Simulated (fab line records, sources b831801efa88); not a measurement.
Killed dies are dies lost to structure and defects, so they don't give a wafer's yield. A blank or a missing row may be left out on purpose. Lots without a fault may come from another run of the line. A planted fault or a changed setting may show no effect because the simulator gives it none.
One fault seen from 2 desks | flow gf180mcu | each desk has only its own numbers; what lay behind them comes last

THE TOOL OWNER'S DESK: rie_diel-03
The tool's own readings at GF_PASSIVATION_ETCH_11 (etches the open film in CF4/O2, stops on TiN, target depth 1800 nm, time 400 s): means of the sampled wafers that have a number, for each lot that ran on this tool. A lot is out of limits, marked OUT, if its mean lies more than 4 standard deviations from the usual mean; the brackets give that distance.
Columns: A = O2_flow_sccm at GF_PASSIVATION_ETCH_11, usual 10.00 sccm; B = bias_w at GF_PASSIVATION_ETCH_11, usual 150.0 W; C = drypump_motor_current_A at GF_PASSIVATION_ETCH_11, usual 5.5 A; D = oes_product_au at GF_PASSIVATION_ETCH_11, usual 0.962 a.u.; E = throttle_valve_pct at GF_PASSIVATION_ETCH_11, usual 5.959 %
lot  | first seen here | A     | B     | C   | D     | E
L595 | day 28 18:56    | 10.00 | 149.7 | 5.4 | 0.963 | 5.965
L598 | day 29 20:02    | 10.01 | 149.7 | 5.6 | 0.959 | 5.957
L600 | day 30 12:08    | 9.99  | 150.1 | 5.4 | 0.964 | 5.961
L615 | day 34 05:41    | 10.01 | 150.0 | 5.6 | 0.964 | 5.955
This desk's finding: nothing out of limits on any of the 4 lots.

THE METROLOGY DESK
What the gauges read, lot by lot, whatever tool the lot ran on: means of the sampled wafers that have a number. A lot is out of limits, marked OUT, if its mean lies more than 4 standard deviations from the usual mean; the brackets give that distance.
Columns: A = M5_OVL at GF_M5_OVL_MEAS_08, usual -5 nm
lot  | first seen here | A
L595 | day 26 03:01    | -3
L597 | day 26 22:58    | -11
L598 | day 27 05:10    | -11
L599 | day 27 11:58    | -4
L600 | day 27 23:55    | -7
L601 | day 28 02:48    | 3
L603 | day 28 20:48    | -15
L604 | day 29 08:46    | 1
L605 | day 29 12:06    | -4
L612 | day 31 06:51    | -14
L613 | day 31 16:58    | -7
L615 | day 32 01:58    | -0
L616 | day 32 09:31    | -4
L617 | day 32 14:40    | -4
This desk's finding: nothing out of limits on any of the 14 lots.

PUT TOGETHER
The tool owner's desk saw nothing out of limits.
The metrology desk saw nothing out of limits.

WHAT THE SIMULATOR HAD PUT IN
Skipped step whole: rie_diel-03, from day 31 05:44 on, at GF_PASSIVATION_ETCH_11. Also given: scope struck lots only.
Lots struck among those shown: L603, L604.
